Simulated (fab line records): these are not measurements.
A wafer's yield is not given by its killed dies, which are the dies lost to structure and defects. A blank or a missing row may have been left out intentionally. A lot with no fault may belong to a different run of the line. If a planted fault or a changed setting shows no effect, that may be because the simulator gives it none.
fab line records	flow gf180mcu	part 1 of 2: steps 1 to 25 of 34
record lots=5	wafers=15	last-day=34
route steps=602 shown CONTACT@301 M1@315
lots that met no fault: taken from a fault-free run of the same line
start-h: the number of hours between the record's first day and the start of the first shown wafer of the lot	wait-h: hours elapsed since this lot's preceding step	" repeats the value in the row above	L1.1+2: several wafers, shown together as one row	- no value, or no start was given	* or withheld: withheld	< > ~ a bound
route shown NAME@n: a module of which the file shows steps, and the number in the route of the first	usual: mean and standard deviation over wafers with no fault	same: alike in all rows	chamber/n: place in a boat	sites: readings site by site	_std_site: standard deviation across them	_edge_site: inner sites' mean taken away from outer sites' mean	radius-mm: for every site, how far away it sits from the centre of the wafer	mask NAME#n: copy n	behind: the most recent tool/chamber to have shaped the wafer	hold: the reason the lot was held/the length of the hold in hours/how it ended	device: whichever transistor did not switch (one of n, p or np)	end of line: at the end of the route, the tests of the same wafers	a step with no rows: only its recipe	killed: dies lost to structure and defects at the first sort, not the wafer's yield	map: a wafer's dies, x killed, . not, _ none there
set.NAME: the setting as run; set.NAME@STEP: as run at that earlier step	model.NAME: the simulator's own value behind a step, which no gauge read
lots at some steps of the route; a table a step, a row a wafer
services: from which hour (start-h, from the record's first day; less than 0 if before it) a tool's chamber was out of use, for how many hours, and why
## steps
# step GF_CONTACT_CD_MEAS_14
# recipe target-cd-nm=220
# usual cd-nm=220.1/1.5
lot.wafer	tool	chamber	start-h	wait-h	cd-nm
L075.3	cd-sem-01	-	386.62	0.1	219.9
L075.4	"	-	"	"	220.8
L075.6	"	-	"	"	222.0
L081.4	cd-sem-02	-	442.13	0.1	219.5
L081.5	"	-	"	"	220.3
L081.6	"	-	"	"	220.6
L084.1	cd-sem-01	-	466.12	0.1	219.9
L084.4	"	-	"	"	218.2
L084.6	"	-	"	"	218.0
L092.3	cd-sem-02	-	532.21	0.1	216.9
L092.5	"	-	"	"	218.9
L092.6	"	-	"	"	218.1
L093.3	cd-sem-01	-	538.61	0.1	219.3
L093.4	"	-	"	"	218.3
L093.6	"	-	"	"	219.2
# step GF_CONTACT_OVL_MEAS_15
# usual CONTACT_OVL=-4/4.6
lot.wafer	tool	chamber	start-h	wait-h	CONTACT_OVL[nm]
L075.3	overlay-02	-	386.71	0.1	1
L075.4	"	-	"	"	0
L075.6	"	-	"	"	2
L081.4	overlay-02	-	442.21	0.1	-1
L081.5	"	-	"	"	-6
L081.6	"	-	"	"	-7
L084.1	overlay-02	-	466.24	0.1	-3
L084.4	"	-	"	"	-3
L084.6	"	-	"	"	-1
L092.3	overlay-02	-	532.30	0.1	-1
L092.5	"	-	"	"	-3
L092.6	"	-	"	"	-1
L093.3	overlay-02	-	538.70	0.1	-2
L093.4	"	-	"	"	4
L093.6	"	-	"	"	-5
# step GF_CONTACT_ETCH_16
# recipe chemistry=N2/H2	target-depth-a=withheld	overetch-a=withheld	time-s=withheld	target=BARC	ion-energy-ev=200	source-w=500	bias-w=100	pressure-mtorr=30	n2-flow-sccm=100	h2-flow-sccm=200
# usual drypump-motor-current-A=5.6/0.56	oes-product-au=0.855/0.0045	throttle-valve-pct=13.225/0.0089
lot.wafer	tool	chamber	start-h	wait-h	drypump-motor-current-A	oes-product-au	throttle-valve-pct
L075.3	rie-diel-02	2	386.74	0.0	4.6	0.848	13.231
L075.4	"	1	"	"	5.4	0.853	13.226
L075.6	"	0	"	"	5.8	0.851	13.248
L081.4	rie-diel-02	2	442.22	0.0	4.6	0.848	13.213
L081.5	"	0	"	"	5.8	0.856	13.218
L081.6	"	3	"	"	6.0	0.858	13.215
L084.1	rie-diel-02	1	466.27	0.0	5.4	0.847	13.222
L084.4	"	2	"	"	4.6	0.853	13.234
L084.6	"	3	"	"	6.0	0.849	13.198
L092.3	rie-diel-02	0	532.32	0.0	5.8	0.861	13.217
L092.5	"	2	"	"	4.6	0.857	13.229
L092.6	"	1	"	"	5.4	0.854	13.236
L093.3	rie-diel-02	0	538.72	0.0	5.8	0.853	13.224
L093.4	"	3	"	"	6.0	0.861	13.224
L093.6	"	3	"	"	6.0	0.860	13.221
# step GF_CONTACT_ETCH_17
# recipe chemistry=C4F8/O2/Ar	mask-material=KrF	target=SiO2	stop-on=CoSi2	source-w=1500	bias-w=1200	pressure-mtorr=40	c4f8-flow-sccm=withheld	O2_flow_sccm=6	Ar_flow_sccm=300	time-s=withheld	target-depth-a=8600
# usual oes-product-au=0.814/0.0045
lot.wafer	tool	chamber	start-h	wait-h	oes-product-au
L075.3	rie-diel-02	2	-	-	0.815
L075.4	"	1	"	"	0.809
L075.6	"	0	"	"	0.820
L081.4	rie-diel-02	2	-	-	0.814
L081.5	"	0	"	"	0.814
L081.6	"	3	"	"	0.814
L084.1	rie-diel-02	1	-	-	0.822
L084.4	"	2	"	"	0.811
L084.6	"	3	"	"	0.811
L092.3	rie-diel-02	0	-	-	0.814
L092.5	"	2	"	"	0.810
L092.6	"	1	"	"	0.821
L093.3	rie-diel-02	0	-	-	0.818
L093.4	"	3	"	"	0.816
L093.6	"	3	"	"	0.818
# step GF_CONTACT_STRIP_18
# recipe chemistry=O2/N2	power-w=1400	pressure-mtorr=1500	platen-temp-c=250	o2-flow-sccm=3000	n2-flow-sccm=300	overash-fraction=0.5
# usual drypump-motor-current-A=5.56/0.3	heater-power-w=338/27	o2-flow-sccm=3000/8	oes-product-au=0.581/0.0048
lot.wafer	tool	chamber	start-h	wait-h	drypump-motor-current-A	heater-power-w	o2-flow-sccm	oes-product-au	rf-hours-counter-h
L075.3	plasma-asher-02	1	386.94	-	6.21	367	3005	0.587	-
L075.4	"	0	"	"	5.26	328	2996	0.577	-
L075.6	"	0	"	"	5.24	344	2999	0.577	-
L081.4	plasma-asher-04	0	442.42	-	5.63	302	3002	0.579	-
L081.5	"	1	"	"	5.52	328	3011	0.581	-
L081.6	"	0	"	"	5.61	303	3008	0.580	-
L084.1	plasma-asher-01	1	466.44	-	5.26	331	3004	0.583	85
L084.4	"	1	"	"	5.26	325	3010	0.580	-
L084.6	"	1	"	"	5.26	328	3006	0.592	-
L092.3	plasma-asher-04	0	532.52	-	5.62	293	3003	0.579	-
L092.5	"	1	"	"	5.49	339	3013	0.583	-
L092.6	"	0	"	"	5.60	298	2997	0.580	-
L093.3	plasma-asher-04	0	538.92	-	5.64	287	2985	0.577	-
L093.4	"	1	"	"	5.48	322	3002	0.591	-
L093.6	"	0	"	"	5.62	296	2992	0.589	-
# step GF_CONTACT_CLEAN_19
# recipe chemistry=SPM
lot.wafer	tool	chamber	start-h	wait-h
L075.3+4+6	wet-bench-04	2	387.00	0.0
L081.4+5+6	wet-bench-04	3	442.49	0.0
L084.1+4+6	wet-bench-02	3	466.54	0.1
L092.3+5+6	wet-bench-03	1	532.59	0.0
L093.3+4+6	wet-bench-02	3	538.99	0.0
# step GF_CONTACT_CLEAN_20
# recipe chemistry=DIW
lot.wafer	tool	chamber	start-h	wait-h
L075.3+4+6	wet-bench-02	0	387.09	0.0
L081.4+5+6	wet-bench-03	2	442.58	0.0
L084.1+4+6	wet-bench-04	1	466.63	0.0
L092.3+5+6	wet-bench-04	2	532.68	0.0
L093.3+4+6	wet-bench-04	0	539.08	0.0
# step GF_CONTACT_CLEAN_21
# recipe chemistry=dHF	time-s=20	dilution=100:1	dry=ipa-marangoni
# same time-s=20
lot.wafer	tool	chamber	start-h	wait-h
L075.3+4+6	wet-bench-04	1	387.19	0.0
L081.4+5+6	wet-bench-02	3	442.67	0.0
L084.1+4+6	wet-bench-03	3	466.73	0.0
L092.3+5+6	wet-bench-02	2	532.77	0.0
L093.3+4+6	wet-bench-02	3	539.17	0.0
# step GF_CONTACT_SPUTTER_22
# recipe material=Ti	target-thk-nm=15	chamber-pressure-pa=5	power-w=2500	substrate-temp-c=200	time-s=80.02
# usual throttle-valve-pct=29.9/0.87
# same time-s=80.02
lot.wafer	tool	chamber	start-h	wait-h	throttle-valve-pct
L075.3	pvd-sputter-03	-	387.20	0.0	29.6
L075.4	"	-	"	"	30.5
L075.6	"	-	"	"	29.4
L081.4	pvd-sputter-04	-	442.69	0.0	30.3
L081.5	"	-	"	"	30.0
L081.6	"	-	"	"	29.7
L084.1	pvd-sputter-01	-	466.74	0.0	30.7
L084.4	"	-	"	"	29.3
L084.6	"	-	"	"	29.4
L092.3	pvd-sputter-04	-	532.78	0.0	28.5
L092.5	"	-	"	"	28.9
L092.6	"	-	"	"	31.4
L093.3	pvd-sputter-04	-	539.18	0.0	31.3
L093.4	"	-	"	"	29.8
L093.6	"	-	"	"	31.2
# step GF_CONTACT_SPUTTER_23
# recipe material=TiN	target-thk-nm=10	chamber-pressure-pa=5	power-w=4000	time-s=40
# usual throttle-valve-pct=29.9/0.88
# same time-s=40
lot.wafer	tool	chamber	start-h	wait-h	throttle-valve-pct
L075.3	pvd-sputter-03	-	387.26	0.0	29.7
L075.4	"	-	"	"	30.3
L075.6	"	-	"	"	29.2
L081.4	pvd-sputter-04	-	442.75	0.0	30.2
L081.5	"	-	"	"	30.3
L081.6	"	-	"	"	29.6
L084.1	pvd-sputter-01	-	466.81	0.0	30.5
L084.4	"	-	"	"	29.5
L084.6	"	-	"	"	29.6
L092.3	pvd-sputter-04	-	532.84	0.0	28.7
L092.5	"	-	"	"	28.7
L092.6	"	-	"	"	31.3
L093.3	pvd-sputter-04	-	539.24	0.0	31.6
L093.4	"	-	"	"	29.8
L093.6	"	-	"	"	31.3
# step GF_CONTACT_CVD_24
# recipe material=W	target-thk-nm=300	time-s=90.339	temp-c=400	pressure-torr=40
# usual heater-power-w=885/130
# same time-s=90.339
lot.wafer	tool	chamber	start-h	wait-h	heater-power-w	since-wet-clean-h
L075.3	cvd-w-01	0	387.33	0.1	791	-
L075.4	"	1	"	"	914	-
L075.6	"	1	"	"	886	-
L081.4	cvd-w-02	0	442.82	0.1	1076	-
L081.5	"	1	"	"	1022	-
L081.6	"	0	"	"	1051	-
L084.1	cvd-w-01	1	466.84	0.0	830	63
L084.4	"	1	"	"	829	-
L084.6	"	0	"	"	741	-
L092.3	cvd-w-01	1	532.95	0.1	828	-
L092.5	"	1	"	"	816	-
L092.6	"	1	"	"	836	-
L093.3	cvd-w-01	0	539.32	0.1	734	-
L093.4	"	1	"	"	851	-
L093.6	"	0	"	"	748	-
# step GF_CONTACT_RS_MEAS_25
# recipe thk-meas-gauge=four-point-probe	reads=W_of_CONTACT_CVD_24+TiN_of_CONTACT_SPUTTER_23+Ti_of_CONTACT_SPUTTER_22
# usual CONTACT_W_RS=0.384/0.0042
lot.wafer	tool	chamber	start-h	wait-h	CONTACT_W_RS[ohm/sq]
L075.3	film-metro-01	-	387.44	0.1	0.378
L075.4	"	-	"	"	0.379
L075.6	"	-	"	"	0.379
L081.4	film-metro-02	-	442.95	0.1	0.382
L081.5	"	-	"	"	0.390
L081.6	"	-	"	"	0.381
L084.1	film-metro-02	-	466.94	0.1	0.383
L084.4	"	-	"	"	0.388
L084.6	"	-	"	"	0.383
L092.3	film-metro-02	-	533.12	0.1	0.382
L092.5	"	-	"	"	0.384
L092.6	"	-	"	"	0.386
L093.3	film-metro-01	-	539.42	0.1	0.376
L093.4	"	-	"	"	0.386
L093.6	"	-	"	"	0.379
# step GF_CONTACT_THK_MEAS_26
# recipe thk-meas-gauge=xrf	reads=W_of_CONTACT_CVD_24
# usual CONTACT_W_THK=314/3.9
lot.wafer	tool	chamber	start-h	wait-h	CONTACT_W_THK[nm]
L075.3	film-metro-01	-	387.54	0.1	316
L075.4	"	-	"	"	315
L075.6	"	-	"	"	313
L081.4	film-metro-02	-	443.04	0.1	316
L081.5	"	-	"	"	309
L081.6	"	-	"	"	317
L084.1	film-metro-02	-	467.06	0.1	315
L084.4	"	-	"	"	311
L084.6	"	-	"	"	317
L092.3	film-metro-02	-	533.22	0.1	313
L092.5	"	-	"	"	317
L092.6	"	-	"	"	313
L093.3	film-metro-01	-	539.52	0.1	321
L093.4	"	-	"	"	313
L093.6	"	-	"	"	318
# step GF_CONTACT_CMP_27
# recipe stop-on=SiO2	down-force-psi=3.5	platen-rpm=60	t-overpolish-s=15	target-thk-nm=0	pad-velocity-m-s=0.94248
# usual motor-current-A=11.2/0.86	overpolish-run-s=15.000/0.0098	time-to-endpoint-s=71.7/2.2
lot.wafer	tool	chamber	start-h	wait-h	motor-current-A	overpolish-run-s	time-to-endpoint-s
L075.4	cmp-02	3	387.68	0.1	11.7	15.007	70.8
L075.3	"	0	"	"	10.2	14.978	72.7
L075.6	"	1	"	"	10.5	14.995	75.7
L081.4	cmp-02	0	443.22	0.2	9.8	15.012	71.4
L081.6	"	1	"	"	10.1	14.997	71.9
L081.5	"	2	"	"	12.1	14.995	67.4
L084.1	cmp-02	2	467.17	0.1	12.1	15.001	69.0
L084.4	"	3	"	"	11.5	15.008	67.8
L084.6	"	1	"	"	10.1	15.001	70.7
L092.3	cmp-01	0	533.36	0.1	11.8	15.001	75.4
L092.5	"	2	"	"	10.6	14.993	72.2
L092.6	"	3	"	"	12.3	14.997	74.3
L093.4	cmp-01	1	539.56	0.0	10.9	14.989	68.9
L093.3	"	2	"	"	11.0	14.999	69.5
L093.6	"	1	"	"	11.2	14.997	71.3
# step GF_M1_SPUTTER_00
# recipe material=Ti	target-thk-nm=37.5	arriving-ion-energy-ev=80	substrate-temp-c=200	chamber-pressure-pa=2	power-w=4000	time-s=150
# usual throttle-valve-pct=29.9/1.2
# same time-s=150
lot.wafer	tool	chamber	start-h	wait-h	throttle-valve-pct
L075.3	pvd-sputter-04	-	387.88	0.1	31.3
L075.4	"	-	"	"	30.0
L075.6	"	-	"	"	28.6
L081.4	pvd-sputter-02	-	443.37	0.1	30.7
L081.5	"	-	"	"	28.5
L081.6	"	-	"	"	32.0
L084.1	pvd-sputter-02	-	467.42	0.2	31.9
L084.4	"	-	"	"	28.7
L084.6	"	-	"	"	31.8
L092.3	pvd-sputter-02	-	533.56	0.1	28.5
L092.5	"	-	"	"	31.8
L092.6	"	-	"	"	29.1
L093.3	pvd-sputter-03	-	539.86	0.2	27.8
L093.4	"	-	"	"	29.7
L093.6	"	-	"	"	27.8
# step GF_M1_SPUTTER_01
# recipe material=TiN	target-thk-nm=30	power-w=6500	time-s=25	chamber-pressure-pa=0.4
# usual throttle-valve-pct=29.9/1.2
# same time-s=25
lot.wafer	tool	chamber	start-h	wait-h	throttle-valve-pct
L075.3	pvd-sputter-04	-	387.98	0.1	31.3
L075.4	"	-	"	"	30.5
L075.6	"	-	"	"	28.6
L081.4	pvd-sputter-02	-	443.47	0.1	30.7
L081.5	"	-	"	"	28.5
L081.6	"	-	"	"	31.9
L084.1	pvd-sputter-02	-	467.52	0.1	32.1
L084.4	"	-	"	"	28.6
L084.6	"	-	"	"	32.0
L092.3	pvd-sputter-02	-	533.66	0.1	28.7
L092.5	"	-	"	"	31.9
L092.6	"	-	"	"	29.3
L093.3	pvd-sputter-03	-	539.96	0.1	27.7
L093.4	"	-	"	"	30.0
L093.6	"	-	"	"	27.5
# step GF_M1_SPUTTER_02
# recipe material=AlCu	target-thk-nm=450	power-w=10600	time-s=23.9	chamber-pressure-pa=0.4
# usual throttle-valve-pct=29.9/1.2
# same time-s=23.9
lot.wafer	tool	chamber	start-h	wait-h	throttle-valve-pct
L075.3	pvd-sputter-04	-	388.01	0.0	31.4
L075.4	"	-	"	"	30.2
L075.6	"	-	"	"	28.9
L081.4	pvd-sputter-02	-	443.50	0.0	30.9
L081.5	"	-	"	"	28.4
L081.6	"	-	"	"	31.7
L084.1	pvd-sputter-02	-	467.56	0.0	31.9
L084.4	"	-	"	"	28.8
L084.6	"	-	"	"	32.0
L092.3	pvd-sputter-02	-	533.69	0.0	28.5
L092.5	"	-	"	"	32.0
L092.6	"	-	"	"	28.9
L093.3	pvd-sputter-03	-	539.99	0.0	27.7
L093.4	"	-	"	"	29.6
L093.6	"	-	"	"	27.5
# step GF_M1_SPUTTER_03
# recipe material=Ti	target-thk-nm=10	substrate-temp-c=300	chamber-pressure-pa=0.3	power-w=3000	time-s=6.7
# usual throttle-valve-pct=29.9/1.2
# same time-s=6.7
lot.wafer	tool	chamber	start-h	wait-h	throttle-valve-pct
L075.3	pvd-sputter-04	-	388.04	0.0	31.2
L075.4	"	-	"	"	30.0
L075.6	"	-	"	"	28.5
L081.4	pvd-sputter-02	-	443.53	0.0	30.8
L081.5	"	-	"	"	28.7
L081.6	"	-	"	"	31.9
L084.1	pvd-sputter-02	-	467.59	0.0	32.0
L084.4	"	-	"	"	28.7
L084.6	"	-	"	"	31.8
L092.3	pvd-sputter-02	-	533.72	0.0	28.8
L092.5	"	-	"	"	31.9
L092.6	"	-	"	"	28.9
L093.3	pvd-sputter-03	-	540.02	0.0	27.5
L093.4	"	-	"	"	29.8
L093.6	"	-	"	"	27.8
# step GF_M1_SPUTTER_04
# recipe material=TiN	target-thk-nm=50	power-w=6500	time-s=41.7	chamber-pressure-pa=0.4
# usual throttle-valve-pct=29.9/1.2
# same time-s=41.7
lot.wafer	tool	chamber	start-h	wait-h	throttle-valve-pct
L075.3	pvd-sputter-04	-	388.06	0.0	31.3
L075.4	"	-	"	"	30.1
L075.6	"	-	"	"	28.6
L081.4	pvd-sputter-02	-	443.55	0.0	30.7
L081.5	"	-	"	"	28.7
L081.6	"	-	"	"	32.1
L084.1	pvd-sputter-02	-	467.61	0.0	32.3
L084.4	"	-	"	"	28.7
L084.6	"	-	"	"	31.9
L092.3	pvd-sputter-02	-	533.74	0.0	28.2
L092.5	"	-	"	"	31.9
L092.6	"	-	"	"	29.2
L093.3	pvd-sputter-03	-	540.04	0.0	27.5
L093.4	"	-	"	"	29.7
L093.6	"	-	"	"	27.7
# step GF_M1_RS_MEAS_05
# recipe thk-meas-gauge=four-point-probe	reads=TiN_of_M1_SPUTTER_04+Ti_of_M1_SPUTTER_03+AlCu_of_M1_SPUTTER_02+TiN_of_M1_SPUTTER_01+Ti_of_M1_SPUTTER_00
# usual M1_ALCU_RS=0.0693/0.00057
lot.wafer	tool	chamber	start-h	wait-h	M1_ALCU_RS[ohm/sq]
L075.3	film-metro-03	-	388.14	0.1	0.0691
L075.4	"	-	"	"	0.0699
L075.6	"	-	"	"	0.0694
L081.4	film-metro-02	-	443.65	0.1	0.0689
L081.5	"	-	"	"	0.0683
L081.6	"	-	"	"	0.0683
L084.1	film-metro-03	-	467.65	0.0	0.0685
L084.4	"	-	"	"	0.0682
L084.6	"	-	"	"	0.0690
L092.3	film-metro-03	-	533.82	0.1	0.0687
L092.5	"	-	"	"	0.0694
L092.6	"	-	"	"	0.0690
L093.3	film-metro-04	-	540.12	0.1	0.0686
L093.4	"	-	"	"	0.0676
L093.6	"	-	"	"	0.0677
# step GF_M1_THK_MEAS_06
# recipe thk-meas-gauge=xrf	reads=AlCu_of_M1_SPUTTER_02
# usual M1_ALCU_THK=446/3.7
lot.wafer	tool	chamber	start-h	wait-h	M1_ALCU_THK[nm]
L075.3	film-metro-03	-	388.24	0.1	447
L075.4	"	-	"	"	445
L075.6	"	-	"	"	443
L081.4	film-metro-02	-	443.74	0.1	448
L081.5	"	-	"	"	450
L081.6	"	-	"	"	450
L084.1	film-metro-03	-	467.77	0.1	451
L084.4	"	-	"	"	451
L084.6	"	-	"	"	447
L092.3	film-metro-03	-	533.92	0.1	451
L092.5	"	-	"	"	444
L092.6	"	-	"	"	448
L093.3	film-metro-04	-	540.22	0.1	443
L093.4	"	-	"	"	453
L093.6	"	-	"	"	454
# step GF_M1_DEHYDRATE_07
# recipe temp-c=200	time-s=60
# usual chill-plate-temp-C=23.01/0.11
# same time-s=60
lot.wafer	tool	chamber	start-h	wait-h	chill-plate-temp-C
L075.3	litho-track-01	0	399.63	11.4	22.95
L075.4	"	0	"	"	22.96
L075.6	"	0	"	"	23.06
L081.4	litho-track-01	0	455.90	12.2	22.91
L081.5	"	0	"	"	23.06
L081.6	"	0	"	"	23.01
L084.1	litho-track-04	0	480.17	12.4	22.84
L084.4	"	0	"	"	22.96
L084.6	"	0	"	"	22.84
L092.3	litho-track-01	0	544.83	10.9	22.94
L092.5	"	0	"	"	22.98
L092.6	"	0	"	"	22.91
L093.3	litho-track-01	0	551.38	11.1	23.07
L093.4	"	0	"	"	22.88
L093.6	"	0	"	"	23.34
# step GF_M1_HMDS_08
# recipe prime-time-s=60	prime-temp-c=120
# usual chill-plate-temp-C=23.01/0.11
lot.wafer	tool	chamber	start-h	wait-h	chill-plate-temp-C
L075.3	litho-track-01	0	399.78	0.1	22.76
L075.4	"	0	"	"	22.86
L075.6	"	0	"	"	22.81
L081.4	litho-track-01	0	456.05	0.1	23.14
L081.5	"	0	"	"	23.00
L081.6	"	0	"	"	23.07
L084.1	litho-track-04	0	480.32	0.1	22.98
L084.4	"	0	"	"	23.02
L084.6	"	0	"	"	23.00
L092.3	litho-track-01	0	544.98	0.1	22.86
L092.5	"	0	"	"	23.08
L092.6	"	0	"	"	23.00
L093.3	litho-track-01	0	551.53	0.1	22.98
L093.4	"	0	"	"	22.85
L093.6	"	0	"	"	23.03
# step GF_M1_COAT_09
# recipe resist=KrF	spin-rpm=withheld	resist-thk-nm=1000
# usual chill-plate-temp-C=22.98/0.1
lot.wafer	tool	chamber	start-h	wait-h	chill-plate-temp-C
L075.3	litho-track-01	0	399.93	0.1	23.12
L075.4	"	0	"	"	23.14
L075.6	"	0	"	"	23.00
L081.4	litho-track-01	0	456.20	0.1	22.81
L081.5	"	0	"	"	22.81
L081.6	"	0	"	"	22.85
L084.1	litho-track-04	0	480.47	0.1	23.16
L084.4	"	0	"	"	23.17
L084.6	"	0	"	"	23.12
L092.3	litho-track-01	0	545.13	0.1	23.09
L092.5	"	0	"	"	22.92
L092.6	"	0	"	"	22.91
L093.3	litho-track-01	0	551.68	0.1	23.02
L093.4	"	0	"	"	23.12
L093.6	"	0	"	"	23.08
# step GF_M1_SOFTBAKE_10
# recipe temp-c=130	time-s=60	resist=KrF
# usual chill-plate-temp-C=23.02/0.1
# same time-s=60
lot.wafer	tool	chamber	start-h	wait-h	chill-plate-temp-C
L075.3	litho-track-01	0	400.08	0.1	22.96
L075.4	"	0	"	"	23.04
L075.6	"	0	"	"	22.86
L081.4	litho-track-01	0	456.35	0.1	22.95
L081.5	"	0	"	"	23.11
L081.6	"	0	"	"	22.90
L084.1	litho-track-04	0	480.62	0.1	23.06
L084.4	"	0	"	"	22.97
L084.6	"	0	"	"	22.81
L092.3	litho-track-01	0	545.28	0.1	22.85
L092.5	"	0	"	"	22.99
L092.6	"	0	"	"	22.82
L093.3	litho-track-01	0	551.83	0.1	22.97
L093.4	"	0	"	"	23.11
L093.6	"	0	"	"	23.06
